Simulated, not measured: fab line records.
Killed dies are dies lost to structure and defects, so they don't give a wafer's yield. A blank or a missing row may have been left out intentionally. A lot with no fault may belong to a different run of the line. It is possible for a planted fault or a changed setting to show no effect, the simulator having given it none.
Lot-split experiment / flow gf180mcu / on a route of 602 steps: 5 lots, 23 wafers read

## THE SPLIT
At GF_POLY_GATE_CVD_00 (deposits poly-Si, target thk 200 nm, time 1200 s), the setting temp_c was moved away from the recipe's 620 C on 15 of the 23 wafers read, by -2.5% to +1.0%. The other wafers ran this setting at the recipe's value.

## FROM THE SPLIT TO THE READING: what the file shows between them, 4 steps
- GF_POLY_GATE_THK_MEAS_01
- GF_POLY_GATE_DEHYDRATE_02: time 60 s
- GF_POLY_GATE_HMDS_03: prime time 60 s
- GF_POLY_GATE_ETCH_12: etches BARC in N2/H2

## THE READING
oes_product_au, in a.u., at GF_POLY_GATE_ETCH_13 (etches poly-Si in HBr/Cl2, stops on SiO2, target depth 198.5 nm, time 69.6 s). Typical for fault-free wafers on this fab line: 0.990 a.u., with standard deviation 0.0073 a.u.

wafer=L079.1; tool, chamber at the split=-, -; temp_c as run, C=626.2; against the recipe=+1.0%; oes_product_au, a.u.=1.008; against lot-mates on the recipe=no lot-mate on the recipe
wafer=L079.2; tool, chamber at the split=-, -; temp_c as run, C=626.2; against the recipe=+1.0%; oes_product_au, a.u.=0.991; against lot-mates on the recipe=no lot-mate on the recipe
wafer=L079.4; tool, chamber at the split=-, -; temp_c as run, C=626.2; against the recipe=+1.0%; oes_product_au, a.u.=0.988; against lot-mates on the recipe=no lot-mate on the recipe
wafer=L079.5; tool, chamber at the split=-, -; temp_c as run, C=626.2; against the recipe=+1.0%; oes_product_au, a.u.=0.998; against lot-mates on the recipe=no lot-mate on the recipe
wafer=L079.6; tool, chamber at the split=-, -; temp_c as run, C=626.2; against the recipe=+1.0%; oes_product_au, a.u.=0.997; against lot-mates on the recipe=no lot-mate on the recipe
wafer=L082.2; tool, chamber at the split=-, -; temp_c as run, C=620; against the recipe=recipe; oes_product_au, a.u.=0.988; against lot-mates on the recipe=-
wafer=L082.3; tool, chamber at the split=-, -; temp_c as run, C=620; against the recipe=recipe; oes_product_au, a.u.=0.972; against lot-mates on the recipe=-
wafer=L082.4; tool, chamber at the split=-, -; temp_c as run, C=620; against the recipe=recipe; oes_product_au, a.u.=0.975; against lot-mates on the recipe=-
wafer=L082.5; tool, chamber at the split=-, -; temp_c as run, C=620; against the recipe=recipe; oes_product_au, a.u.=0.993; against lot-mates on the recipe=-
wafer=L082.6; tool, chamber at the split=-, -; temp_c as run, C=620; against the recipe=recipe; oes_product_au, a.u.=0.992; against lot-mates on the recipe=-
wafer=L083.2; tool, chamber at the split=lpcvd-02, 1; temp_c as run, C=620; against the recipe=recipe; oes_product_au, a.u.=0.999; against lot-mates on the recipe=-
wafer=L083.4; tool, chamber at the split=lpcvd-02, 1; temp_c as run, C=620; against the recipe=recipe; oes_product_au, a.u.=0.990; against lot-mates on the recipe=-
wafer=L083.5; tool, chamber at the split=lpcvd-02, 1; temp_c as run, C=620; against the recipe=recipe; oes_product_au, a.u.=0.990; against lot-mates on the recipe=-
wafer=L084.1; tool, chamber at the split=-, -; temp_c as run, C=604.4; against the recipe=-2.5%; oes_product_au, a.u.=0.780; against lot-mates on the recipe=no lot-mate on the recipe
wafer=L084.2; tool, chamber at the split=-, -; temp_c as run, C=604.4; against the recipe=-2.5%; oes_product_au, a.u.=0.783; against lot-mates on the recipe=no lot-mate on the recipe
wafer=L084.3; tool, chamber at the split=-, -; temp_c as run, C=604.4; against the recipe=-2.5%; oes_product_au, a.u.=0.781; against lot-mates on the recipe=no lot-mate on the recipe
wafer=L084.5; tool, chamber at the split=-, -; temp_c as run, C=604.4; against the recipe=-2.5%; oes_product_au, a.u.=0.779; against lot-mates on the recipe=no lot-mate on the recipe
wafer=L084.6; tool, chamber at the split=-, -; temp_c as run, C=604.4; against the recipe=-2.5%; oes_product_au, a.u.=0.786; against lot-mates on the recipe=no lot-mate on the recipe
wafer=L085.1; tool, chamber at the split=-, -; temp_c as run, C=606.7; against the recipe=-2.1%; oes_product_au, a.u.=0.810; against lot-mates on the recipe=no lot-mate on the recipe
wafer=L085.2; tool, chamber at the split=-, -; temp_c as run, C=606.7; against the recipe=-2.1%; oes_product_au, a.u.=0.808; against lot-mates on the recipe=no lot-mate on the recipe
wafer=L085.3; tool, chamber at the split=-, -; temp_c as run, C=606.7; against the recipe=-2.1%; oes_product_au, a.u.=0.805; against lot-mates on the recipe=no lot-mate on the recipe
wafer=L085.4; tool, chamber at the split=-, -; temp_c as run, C=606.7; against the recipe=-2.1%; oes_product_au, a.u.=0.806; against lot-mates on the recipe=no lot-mate on the recipe
wafer=L085.6; tool, chamber at the split=-, -; temp_c as run, C=606.7; against the recipe=-2.1%; oes_product_au, a.u.=0.807; against lot-mates on the recipe=no lot-mate on the recipe

THE FIT
A straight line over all 23 wafers: oes_product_au changes by +0.068 a.u. for each +1% of temp_c; r = +0.97; the points scatter about the line by 0.024 a.u.
Too few moved wafers have a lot-mate on the recipe to fit a line with each lot's own level taken away.

## THE WHOLE CHAIN: every reading that the file lists as answering this split, in the file's order
step=GF_POLY_GATE_CVD_00; what it does=deposits poly-Si, target thk 200 nm, time 1200 s; reading=poly-Si_of_POLY_GATE_CVD_00.thk_nm (the simulator's own value, which no gauge read); change (the file's fit)=+25.9 nm for each +1% of the setting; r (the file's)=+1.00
step=GF_POLY_GATE_THK_MEAS_01; what it does=; reading=POLY_GATE_CVD_00_THK; change (the file's fit)=+25.9 for each +1% of the setting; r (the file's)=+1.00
step=GF_POLY_GATE_ETCH_13; what it does=etches poly-Si in HBr/Cl2, stops on SiO2, target depth 198.5 nm, time 69.6 s; reading=oes_product_au; change (the file's fit)=+0.068 a.u. for each +1% of the setting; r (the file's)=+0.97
step=GF_POLY_GATE_ETCH_13; what it does=etches poly-Si in HBr/Cl2, stops on SiO2, target depth 198.5 nm, time 69.6 s; reading=POLY_GATE.feature_depth_nm (the simulator's own value, which no gauge read); change (the file's fit)=+18.7 nm for each +1% of the setting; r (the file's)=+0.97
step=GF_POLY_GATE_ETCH_13; what it does=etches poly-Si in HBr/Cl2, stops on SiO2, target depth 198.5 nm, time 69.6 s; reading=etch.depth_nm (the simulator's own value, which no gauge read); change (the file's fit)=+23.2 nm for each +1% of the setting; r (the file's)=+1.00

## THE FILE'S OWN FIT
oes_product_au changes by +0.068 a.u. for each +1% of temp_c, r = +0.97.
